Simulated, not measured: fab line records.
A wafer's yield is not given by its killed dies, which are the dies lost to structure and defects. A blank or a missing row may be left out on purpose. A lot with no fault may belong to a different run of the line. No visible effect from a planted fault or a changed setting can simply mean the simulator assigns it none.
fab line records	flow sky130
[record] lots = 11	wafers = 33	lastDay = 50
route steps=708 shown METAL4@630 METAL5@665 PASSIVATION@681 PAD_OPEN@708
lots that met no fault: from a run of the same line without faults
startH: start of the lot's first displayed wafer, in hours after the record's first day	waitH: how many hours have passed since the lot's step before this one	" repeats the value in the row above	L1.1+2: a row that stands for several wafers	- value missing, or start not given	* or withheld: withheld	< > ~ a bound
route shown NAME@n: NAME is a module with steps in the file, n the number in the route of the first one	usual: the fault-free wafers' mean and standard deviation	same: alike in all rows	chamber/n: place in a boat	sites: readings site by site	_std_site: how widely they spread, as a standard deviation	_edge_site: the outer-site mean with the inner-site mean subtracted	radiusMm: how far each site lies from the wafer's centre	mask NAME#n: copy n	behind: tool/chamber where the wafer was last shaped	hold: why the lot went on hold/how many hours it stayed there/how the hold came to an end	device: whichever transistor did not switch (one of n, p or np)	end of line: tests of these same wafers at the route's end	a step given without rows: its recipe and nothing more	killed: not the wafer's yield, but the dies lost to structure and defects at the first sort	map: dies across one wafer; x = killed, . = not, _ = none there
set.NAME: the setting the step ran with; set.NAME@STEP: the setting that earlier step ran with	model.NAME: the simulator's own value behind a step, which no gauge read
a sample of lots followed through the steps of the route, with each step as a table and each wafer as a row
services: a tool's chamber out of use, with start hour (startH, from the record's first day; less than 0 if before it), hours out, and reason
[[steps]]
[step SKY_METAL4_OVL_MEAS_14]
[usual] METAL4_OVL = 2/4.6
lot.wafer	tool	chamber	startH	waitH	METAL4_OVL[nm]
L173.2	overlay-01	-	984.69	0.1	9
L173.3	"	-	"	"	2
L173.6	"	-	"	"	4
L175.4	overlay-01	-	994.85	0.1	7
L175.5	"	-	"	"	2
L175.6	"	-	"	"	-3
L176.1	overlay-01	-	1000.63	0.1	4
L176.5	"	-	"	"	10
L176.6	"	-	"	"	1
L178.1	overlay-01	-	1027.13	0.1	5
L178.2	"	-	"	"	1
L178.4	"	-	"	"	-2
L181.2	overlay-01	-	1042.54	0.1	-1
L181.3	"	-	"	"	3
L181.5	"	-	"	"	1
L182.1	overlay-02	-	1052.08	0.1	1
L182.3	"	-	"	"	0
L182.5	"	-	"	"	5
L188.1	overlay-01	-	1083.78	0.1	6
L188.2	"	-	"	"	2
L188.4	"	-	"	"	-1
L191.4	overlay-02	-	1098.62	0.1	0
L191.5	"	-	"	"	-3
L191.6	"	-	"	"	0
L194.3	overlay-02	-	1120.14	0.1	0
L194.4	"	-	"	"	-3
L194.6	"	-	"	"	5
L196.2	overlay-02	-	1121.29	0.1	-4
L196.3	"	-	"	"	2
L196.5	"	-	"	"	-1
L195.2	overlay-01	-	1123.74	0.1	4
L195.5	"	-	"	"	2
L195.6	"	-	"	"	3
[step SKY_METAL4_ETCH_17]
[recipe] target = SiO2	stopOn = TiN	chemistry = C4F8/O2/Ar	sourceW = 1500	biasW = 1200	pressureMtorr = 40	c4f8FlowSccm = withheld	O2_flow_sccm = 6	Ar_flow_sccm = 300	timeS = 3.9	targetDepthA = 150
[usual] biasW = 1201/3.3	oesProductAu = 0.754/0.007
lot.wafer	tool	chamber	startH	waitH	biasW	oesProductAu	rfHoursCounterH
L173.2	rieDiel-04	1	984.85	0.1	1201	0.755	11
L173.3	"	2	"	"	1204	0.746	7
L173.6	"	3	"	"	1198	0.763	-
L175.4	rieDiel-01	1	995.00	0.0	1203	0.756	-
L175.5	"	2	"	"	1204	0.755	-
L175.6	"	0	"	"	1202	0.760	-
L176.1	rieDiel-04	0	1000.79	0.1	1204	0.753	13
L176.5	"	3	"	"	1207	0.768	-
L176.6	"	2	"	"	1210	0.764	-
L178.1	rieDiel-01	3	1027.29	0.1	1207	0.759	7
L178.2	"	1	"	"	1202	0.754	23
L178.4	"	1	"	"	1201	0.754	-
L181.2	rieDiel-01	3	1042.70	0.1	1200	0.760	7
L181.3	"	2	"	"	1202	0.755	8
L181.5	"	3	"	"	1196	0.764	-
L182.1	rieDiel-04	0	1052.25	0.1	1202	0.754	15
L182.3	"	1	"	"	1201	0.757	13
L182.5	"	1	"	"	1201	0.761	-
L188.1	rieDiel-04	3	1083.94	0.1	1200	0.737	19
L188.2	"	2	"	"	1198	0.744	10
L188.4	"	0	"	"	1200	0.757	16
L191.4	rieDiel-04	0	1098.76	0.0	1198	0.738	16
L191.5	"	1	"	"	1203	0.753	-
L191.6	"	0	"	"	1200	0.755	-
L194.3	rieDiel-03	3	1120.30	0.0	1196	0.754	20
L194.4	"	1	"	"	1199	0.757	-
L194.6	"	0	"	"	1204	0.772	-
L196.2	rieDiel-01	3	1121.45	0.1	1201	0.754	10
L196.3	"	2	"	"	1201	0.757	11
L196.5	"	1	"	"	1200	0.762	-
L195.2	rieDiel-01	1	1123.90	0.1	1200	0.754	26
L195.5	"	3	"	"	1198	0.754	-
L195.6	"	2	"	"	1200	0.757	-
[step SKY_METAL5_SPUTTER_04]
[recipe] material = TiN	targetThkNm = 70	powerW = 6500	timeS = 58.3	chamberPressurePa = 0.4
[usual] throttleValvePct = 30.0/1.2
lot.wafer	tool	chamber	startH	waitH	throttleValvePct
L173.2	pvdSputter-03	-	1010.38	0.0	30.4
L173.3	"	-	"	"	28.7
L173.6	"	-	"	"	28.9
L175.4	pvdSputter-04	-	1020.38	0.0	28.6
L175.5	"	-	"	"	28.6
L175.6	"	-	"	"	32.3
L176.1	pvdSputter-01	-	1026.40	0.0	29.6
L176.5	"	-	"	"	28.7
L176.6	"	-	"	"	29.8
L178.1	pvdSputter-04	-	1052.82	0.0	30.0
L178.2	"	-	"	"	31.7
L178.4	"	-	"	"	28.5
L181.2	pvdSputter-01	-	1066.77	0.0	29.7
L181.3	"	-	"	"	28.9
L181.5	"	-	"	"	30.3
L182.1	pvdSputter-01	-	1075.50	0.0	30.4
L182.3	"	-	"	"	29.7
L182.5	"	-	"	"	30.1
L188.1	pvdSputter-01	-	1106.34	0.0	29.9
L188.2	"	-	"	"	29.1
L188.4	"	-	"	"	30.4
L191.4	pvdSputter-01	-	1121.18	0.0	30.4
L191.5	"	-	"	"	29.1
L191.6	"	-	"	"	29.5
L194.3	pvdSputter-04	-	1142.79	0.0	28.5
L194.4	"	-	"	"	30.1
L194.6	"	-	"	"	32.0
L196.2	pvdSputter-03	-	1143.40	0.0	28.8
L196.3	"	-	"	"	29.1
L196.5	"	-	"	"	29.0
L195.2	pvdSputter-04	-	1146.00	0.0	28.8
L195.5	"	-	"	"	30.0
L195.6	"	-	"	"	31.8
[step SKY_METAL5_THK_MEAS_06]
[recipe] thkMeasGauge = xrf	reads = AlCu_of_METAL5_SPUTTER_02
[usual] METAL5_ALCU_THK = 1145/14
lot.wafer	tool	chamber	startH	waitH	METAL5_ALCU_THK[nm]
L173.2	filmMetro-03	-	1010.57	0.1	1161
L173.3	"	-	"	"	1169
L173.6	"	-	"	"	1163
L175.4	filmMetro-03	-	1020.58	0.1	1141
L175.5	"	-	"	"	1153
L175.6	"	-	"	"	1149
L176.1	filmMetro-04	-	1026.57	0.1	1140
L176.5	"	-	"	"	1142
L176.6	"	-	"	"	1140
L178.1	filmMetro-03	-	1052.99	0.1	1147
L178.2	"	-	"	"	1135
L178.4	"	-	"	"	1131
L181.2	filmMetro-03	-	1066.95	0.1	1154
L181.3	"	-	"	"	1146
L181.5	"	-	"	"	1144
L182.1	filmMetro-01	-	1075.67	0.1	1137
L182.3	"	-	"	"	1147
L182.5	"	-	"	"	1135
L188.1	filmMetro-04	-	1106.50	0.1	1164
L188.2	"	-	"	"	1099
L188.4	"	-	"	"	1162
L191.4	filmMetro-04	-	1121.36	0.1	1160
L191.5	"	-	"	"	1095
L191.6	"	-	"	"	1169
L194.3	filmMetro-01	-	1142.99	0.1	1141
L194.4	"	-	"	"	1150
L194.6	"	-	"	"	1141
L196.2	filmMetro-01	-	1143.58	0.1	1143
L196.3	"	-	"	"	1137
L196.5	"	-	"	"	1143
L195.2	filmMetro-04	-	1146.18	0.1	1151
L195.5	"	-	"	"	1144
L195.6	"	-	"	"	1133
[step SKY_PASSIVATION_CVD_00]
[recipe] material = SiO2	targetThkNm = 90	tempC = 400	timeS = withheld	rfW = 600
[usual] heaterPowerW = 699/81
lot.wafer	tool	chamber	startH	waitH	heaterPowerW
L173.2	pecvd-04	2	1033.47	0.0	780
L173.3	"	0	"	"	690
L173.6	"	0	"	"	700
L175.4	pecvd-01	0	1043.58	0.0	595
L175.5	"	2	"	"	715
L175.6	"	1	"	"	797
L176.1	pecvd-04	2	1049.57	0.0	769
L176.5	"	2	"	"	809
L176.6	"	0	"	"	697
L178.1	pecvd-04	0	1074.57	0.0	702
L178.2	"	1	"	"	714
L178.4	"	2	"	"	699
L181.2	pecvd-01	0	1088.28	0.0	599
L181.3	"	2	"	"	625
L181.5	"	0	"	"	601
L182.1	pecvd-04	1	1096.67	0.0	791
L182.3	"	0	"	"	725
L182.5	"	2	"	"	828
L188.1	pecvd-04	2	1126.86	0.0	835
L188.2	"	0	"	"	784
L188.4	"	1	"	"	764
L191.4	pecvd-01	1	1141.25	0.0	743
L191.5	"	2	"	"	597
L191.6	"	0	"	"	517
L194.3	pecvd-01	0	1161.70	0.0	546
L194.4	"	2	"	"	705
L194.6	"	0	"	"	536
L196.2	pecvd-04	1	1162.42	0.0	815
L196.3	"	2	"	"	753
L196.5	"	1	"	"	656
L195.2	pecvd-01	2	1165.05	0.0	693
L195.5	"	2	"	"	716
L195.6	"	1	"	"	641
[step SKY_PASSIVATION_ETCH_11]
[recipe] chemistry = CF4/O2	targetDepthNm = 725	stopOn = AlCu	sourceW = 800	biasW = 150	pressureMtorr = 150	cf4FlowSccm = 80	O2_flow_sccm = 10	timeS = 161.1
[usual] biasW = 149.9/0.41	drypumpMotorCurrentA = 5.7/0.39	oesProductAu = 0.977/0.0065	throttleValvePct = 5.964/0.0083
lot.wafer	tool	chamber	startH	waitH	biasW	drypumpMotorCurrentA	oesProductAu	rfHoursCounterH	throttleValvePct
L173.2	rieDiel-03	1	1056.18	-	149.8	5.7	0.970	7	5.967
L173.3	"	0	"	"	150.4	5.7	0.966	9	5.943
L173.6	"	1	"	"	149.9	5.7	0.976	-	5.963
L175.4	rieDiel-02	1	1064.81	-	149.8	5.4	0.978	14	5.962
L175.5	"	0	"	"	150.6	5.7	0.975	-	5.968
L175.6	"	3	"	"	150.7	4.8	0.978	-	5.966
L176.1	rieDiel-02	3	1071.89	-	150.3	4.8	0.972	23	5.960
L176.5	"	2	"	"	150.4	5.9	0.980	-	5.954
L176.6	"	3	"	"	150.1	4.8	0.985	-	5.962
L178.1	rieDiel-02	1	1095.34	-	149.9	5.4	0.970	15	5.963
L178.2	"	2	"	"	149.5	6.0	0.973	22	5.968
L178.4	"	0	"	"	149.6	5.7	0.982	33	5.941
L181.2	rieDiel-04	0	1108.56	-	150.3	6.2	0.968	17	5.963
L181.3	"	3	"	"	150.7	5.6	0.968	20	5.961
L181.5	"	2	"	"	150.1	6.1	0.976	-	5.965
L182.1	rieDiel-04	2	1117.21	-	150.2	6.0	0.984	11	5.975
L182.3	"	1	"	"	150.2	5.4	0.971	15	5.950
L182.5	"	2	"	"	149.6	6.1	0.987	-	5.971
L188.1	rieDiel-04	2	1146.39	-	150.0	6.1	0.973	11	5.949
L188.2	"	3	"	"	149.5	5.7	0.994	20	5.974
L188.4	"	0	"	"	149.6	6.2	0.979	17	5.963
L191.4	rieDiel-02	2	1159.56	-	149.6	6.0	0.964	25	5.964
L191.5	"	3	"	"	150.1	4.8	0.994	-	5.979
L191.6	"	0	"	"	150.0	5.7	0.982	-	5.967
L194.3	rieDiel-03	0	1178.91	-	150.1	5.7	0.969	14	5.950
L194.4	"	3	"	"	149.1	5.7	0.983	23	5.972
L194.6	"	0	"	"	149.6	5.8	0.975	-	5.959
L196.2	rieDiel-04	1	1179.71	-	149.7	5.4	0.972	17	5.965
L196.3	"	0	"	"	150.1	6.2	0.972	19	5.977
L196.5	"	3	"	"	150.0	5.6	0.978	-	5.956
L195.2	rieDiel-03	3	1181.76	-	149.5	5.7	0.982	23	5.961
L195.5	"	2	"	"	150.2	6.1	0.991	-	5.970
L195.6	"	3	"	"	150.2	5.6	0.980	-	5.968
[step SKY_PAD_OPEN_PROBE_99]
[usual] defectLimitedYield = 82.5/1.9	killed_at_M0_to_M3 = 44/7.2	killed_at_M4_up = 2.9/1.8	killedAtContacts = 24/5.6	killedAtFrontEnd = 15/4.2	killedAtOther = 0.4/0.71	killedDies = 86/9.2	killedOpen = 47/7.2	killedShort = 39/5.7	sort_bin_3_pad_short = 0.9/0.4	sort_bin_5_function = 10.2/1.6	sort_bin_6_memory = 6.4/1.2	sortNPass = 406/9.2	sortYieldPct = 82.5/1.9
[same] grossDies = 492	killedAtBackSide = 0	sort_bin_4_leakage[%] = 0	sort_bin_8_speed[%] = 0
lot.wafer	tool	chamber	startH	waitH	defectLimitedYield[%]	killed_at_M0_to_M3	killed_at_M4_up	killedAtContacts	killedAtFrontEnd	killedAtOther	killedDies	killedOpen	killedShort	sort_bin_3_pad_short[%]	sort_bin_5_function[%]	sort_bin_6_memory[%]	sortNPass	sortYieldPct[%]
L173.2	prober-02	-	1079.91	0.1	77.8	62	5	28	13	1	109	59	49	0.4	14.8	6.9	383	77.8
L173.3	prober-02	-	1079.96	0.2	80.9	48	0	25	19	2	94	52	40	0.4	11.0	7.7	398	80.9
L173.6	prober-02	-	1080.11	0.2	80.5	40	2	29	25	0	96	49	47	1.4	11.6	6.5	396	80.5
L178.1	prober-02	-	1118.07	0.1	83.5	39	3	25	14	0	81	39	41	0.6	9.8	6.1	411	83.5
L178.2	prober-02	-	1118.12	0.1	80.7	49	2	32	12	0	95	51	43	0.6	11.4	7.3	397	80.7
L178.4	prober-02	-	1118.22	0.2	81.9	57	2	21	9	0	89	49	39	0.8	11.0	6.3	403	81.9
L181.2	prober-02	-	1130.58	0.1	84.1	41	4	21	12	0	78	43	35	0.4	9.3	6.1	414	84.1
L181.3	prober-02	-	1130.63	0.2	82.9	41	1	26	15	1	84	45	39	1.2	10.0	5.9	408	82.9
L181.5	prober-02	-	1130.73	0.2	82.7	44	4	28	9	0	85	46	39	1.4	10.4	5.5	407	82.7
L182.1	prober-01	-	1138.97	0.1	84.3	36	1	21	19	0	77	48	29	0.6	9.3	5.7	415	84.3
L182.3	prober-01	-	1139.07	0.2	78.5	42	6	37	21	0	106	52	51	0.6	13.8	7.1	386	78.5
L182.5	prober-01	-	1139.17	0.2	82.7	35	5	31	14	0	85	49	36	0.6	11.2	5.5	407	82.7
L188.1	prober-01	-	1166.87	0.1	82.5	45	3	26	12	0	86	49	37	1.0	10.2	6.3	406	82.5
L188.2	prober-01	-	1166.92	0.1	76.6	51	0	46	17	1	115	80	35	1.4	12.2	9.8	377	76.6
L188.4	prober-01	-	1167.02	0.2	79.3	55	7	25	15	0	102	54	48	0.6	12.8	7.3	390	79.3
L194.3	prober-01	-	1197.23	0.2	82.1	47	3	21	17	0	88	57	31	0.4	10.2	7.3	404	82.1
L194.4	prober-01	-	1197.28	0.2	84.3	38	1	17	20	1	77	47	29	1.2	11.0	3.5	415	84.3
L194.6	prober-01	-	1197.38	0.2	83.1	47	3	23	10	0	83	39	44	1.2	9.1	6.5	409	83.1
L195.2	prober-01	-	1200.23	0.1	82.9	26	7	32	19	0	84	49	33	1.4	8.9	6.7	408	82.9
L195.5	prober-01	-	1200.38	0.2	82.5	44	3	29	10	0	86	46	40	0.4	10.0	7.1	406	82.5
L195.6	prober-01	-	1200.43	0.2	82.9	37	6	25	15	1	84	49	32	0.8	10.0	6.3	408	82.9
// killed by level:class
L173.2 VIA1:geometricParticle:open=17 METAL2:geometricParticle:short=13 CONTACT:geometricParticle:open=11 LI_CONTACT:geometricParticle:open=7 VIA1:geometricParticle:short=7 VIA3:geometricParticle:open=7 POLY_GATE:geometricParticle:open=6 VIA2:geometricParticle:short=5
L173.3 VIA1:geometricParticle:open=14 CONTACT:geometricParticle:open=11 VIA1:geometricParticle:short=9 LI_CONTACT:geometricParticle:open=7 FIELD_ISO:geometricParticle:open=6 METAL1:geometricParticle:short=6 VIA2:geometricParticle:open=5 FIELD_ISO:geometricParticle:short=4
L173.6 VIA2:geometricParticle:open=9 FIELD_ISO:geometricParticle:short=8 CONTACT:geometricParticle:short=8 LI_CONTACT:geometricParticle:open=8 CONTACT:geometricParticle:open=8 FIELD_ISO:geometricParticle:open=7 VIA1:geometricParticle:short=7 METAL1:geometricParticle:short=5
L178.1 CONTACT:geometricParticle:open=9 VIA3:geometricParticle:open=9 METAL1:geometricParticle:short=8 CONTACT:geometricParticle:short=8 VIA1:geometricParticle:open=8 VIA1:geometricParticle:short=6 LI_CONTACT:geometricParticle:open=5 FIELD_ISO:geometricParticle:short=4
L178.2 VIA1:geometricParticle:open=15 LI_CONTACT:geometricParticle:short=8 CONTACT:geometricParticle:open=8 LI_CONTACT:geometricParticle:open=7 VIA3:geometricParticle:open=7 VIA2:geometricParticle:open=6 LOCAL_INTERCONNECT:geometricParticle:short=5 METAL1:geometricParticle:short=4
L178.4 VIA3:geometricParticle:open=10 LI_CONTACT:geometricParticle:open=9 METAL3:geometricParticle:short=7 VIA1:geometricParticle:short=7 VIA2:geometricParticle:open=7 CONTACT:geometricParticle:open=6 VIA1:geometricParticle:open=5 METAL2:geometricParticle:short=5
L181.2 VIA1:geometricParticle:open=11 CONTACT:geometricParticle:open=8 VIA1:geometricParticle:short=6 POLY_GATE:geometricParticle:short=4 LI_CONTACT:geometricParticle:open=4 VIA3:geometricParticle:open=4 METAL2:geometricParticle:short=4 VIA2:geometricParticle:open=4
L181.3 CONTACT:geometricParticle:open=10 VIA1:geometricParticle:short=8 VIA3:geometricParticle:open=8 VIA1:geometricParticle:open=7 LI_CONTACT:geometricParticle:open=7 FIELD_ISO:geometricParticle:open=5 METAL2:geometricParticle:short=5 METAL1:geometricParticle:short=3
L181.5 VIA1:geometricParticle:open=15 CONTACT:geometricParticle:open=10 LI_CONTACT:geometricParticle:open=8 VIA1:geometricParticle:short=8 CONTACT:geometricParticle:short=7 METAL3:geometricParticle:short=7 FIELD_ISO:geometricParticle:short=3 VIA3:geometricParticle:open=3
L182.1 VIA3:geometricParticle:open=9 CONTACT:geometricParticle:open=9 VIA1:geometricParticle:open=6 VIA2:geometricParticle:open=6 FIELD_ISO:geometricParticle:short=5 FIELD_ISO:geometricParticle:open=5 POLY_GATE:geometricParticle:short=5 LOCAL_INTERCONNECT:geometricParticle:short=4
L182.3 CONTACT:geometricParticle:open=18 CONTACT:geometricParticle:short=8 VIA1:geometricParticle:open=8 LI_CONTACT:geometricParticle:open=6 METAL2:geometricParticle:short=6 VIA3:geometricParticle:open=5 METAL4:geometricParticle:short=5 METAL3:geometricParticle:short=4
L182.5 CONTACT:geometricParticle:open=12 CONTACT:geometricParticle:short=8 VIA2:geometricParticle:open=7 LI_CONTACT:geometricParticle:open=6 VIA3:geometricParticle:open=6 VIA1:geometricParticle:open=6 POLY_GATE:geometricParticle:short=5 METAL1:geometricParticle:short=4
L188.1 VIA1:geometricParticle:open=11 CONTACT:geometricParticle:open=10 METAL1:geometricParticle:short=8 LOCAL_INTERCONNECT:geometricParticle:short=6 CONTACT:geometricParticle:short=5 METAL2:geometricParticle:short=4 LI_CONTACT:geometricParticle:open=4 VIA2:geometricParticle:open=4
L188.2 LI_CONTACT:geometricParticle:open=21 VIA1:geometricParticle:open=17 CONTACT:geometricParticle:open=15 VIA3:geometricParticle:open=8 VIA2:geometricParticle:open=6 LOCAL_INTERCONNECT:geometricParticle:short=5 POLY_GATE:geometricParticle:short=4 METAL2:geometricParticle:short=4
L188.4 VIA1:geometricParticle:open=16 CONTACT:geometricParticle:open=11 FIELD_ISO:geometricParticle:short=7 VIA2:geometricParticle:open=7 VIA1:geometricParticle:short=6 METAL1:geometricParticle:short=6 METAL4:geometricParticle:short=5 LI_CONTACT:geometricParticle:short=4
L194.3 VIA2:geometricParticle:open=12 VIA1:geometricParticle:open=10 VIA3:geometricParticle:open=9 LI_CONTACT:geometricParticle:open=7 FIELD_ISO:geometricParticle:open=5 VIA2:geometricParticle:short=5 POLY_GATE:geometricParticle:short=4 LOCAL_INTERCONNECT:geometricParticle:short=4
L194.4 VIA1:geometricParticle:open=9 LI_CONTACT:geometricParticle:open=8 METAL2:geometricParticle:short=6 FIELD_ISO:geometricParticle:open=5 CONTACT:geometricParticle:open=5 VIA2:geometricParticle:open=5 VIA3:geometricParticle:open=5 METAL1:geometricParticle:short=4
L194.6 VIA2:geometricParticle:open=11 METAL1:geometricParticle:short=7 VIA1:geometricParticle:open=7 LI_CONTACT:geometricParticle:short=6 VIA3:geometricParticle:open=6 LI_CONTACT:geometricParticle:open=5 CONTACT:geometricParticle:short=5 CONTACT:geometricParticle:open=5
L195.2 CONTACT:geometricParticle:open=12 FIELD_ISO:geometricParticle:open=10 VIA1:geometricParticle:open=8 LOCAL_INTERCONNECT:geometricParticle:short=8 CONTACT:geometricParticle:short=6 FIELD_ISO:geometricParticle:short=5 VIA3:geometricParticle:open=5 LI_CONTACT:geometricParticle:open=4
L195.5 VIA1:geometricParticle:open=11 CONTACT:geometricParticle:open=10 LI_CONTACT:geometricParticle:open=8 METAL2:geometricParticle:short=6 VIA3:geometricParticle:open=6 CONTACT:geometricParticle:short=5 METAL1:geometricParticle:short=4 VIA2:geometricParticle:short=4
L195.6 CONTACT:geometricParticle:open=10 VIA1:geometricParticle:open=10 VIA2:geometricParticle:open=8 FIELD_ISO:geometricParticle:open=6 VIA1:geometricParticle:short=5 LOCAL_INTERCONNECT:geometricParticle:short=4 CONTACT:geometricParticle:short=4 POLY_GATE:geometricParticle:short=3
[[services]]
tool	chamber	startH	hours	kind
pvdSputter-04	-	965.70	6.0	repair
rieDiel-02	3	974.70	17.3	repair
rieDiel-01	0	976.53	17.7	repair
rieDiel-02	2	981.15	3.7	repair
pvdSputter-01	-	983.36	9.2	repair
pecvd-04	1	986.23	5.4	repair
pecvd-04	1	999.38	-	clean
pecvd-04	1	999.38	-	consumableReplace:showerhead
rieDiel-03	1	1015.15	8.8	repair
pvdSputter-03	-	1018.01	11.2	repair
rieDiel-04	1	1030.43	10.5	repair
rieDiel-04	2	1037.06	13.9	repair
rieDiel-01	-	1049.40	1.9	repair
pecvd-01	1	1052.67	1.8	repair
pvdSputter-01	-	1061.22	2.4	repair
pvdSputter-04	-	1094.09	1.2	repair
pvdSputter-03	-	1104.74	7.5	repair
rieDiel-03	2	1109.53	14.5	repair
rieDiel-04	0	1112.45	5.7	repair
rieDiel-04	-	1118.09	15.6	pm
pecvd-04	-	1120.50	0.3	repair
pecvd-04	1	1150.91	4.0	repair
rieDiel-02	-	1160.21	28.1	pm
pvdSputter-04	-	1172.60	5.2	repair
[[key]]
[firstSign] step = SKY_METAL5_THK_MEAS_06	reading = METAL5_ALCU_THK	direction = down	sigmas = 3.4	usual = 1145	struck = 1097
[effect] step = SKY_PASSIVATION_ETCH_11	reading = oesProductAu	direction = up	sigmas = 2.6	usual = 0.977	struck = 0.994
metAt SKY_METAL5_SPUTTER_04
struckLots L188,L191
struckWafers L188.2,L191.5
notActingAt SKY_METAL4_OVL_MEAS_14,SKY_METAL4_ETCH_17,SKY_PASSIVATION_CVD_00
[fault] kind = processParameterDrift	tool = pvdSputter-01	chamber = -	onsetH = 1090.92	steps = SKY_METAL5_SPUTTER_04	channel = targetThkNm	offset = 28.476	shape = step	endH = 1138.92	actsIn = theseRecipesOnly	stated = 70	scope = struckWafersOnly
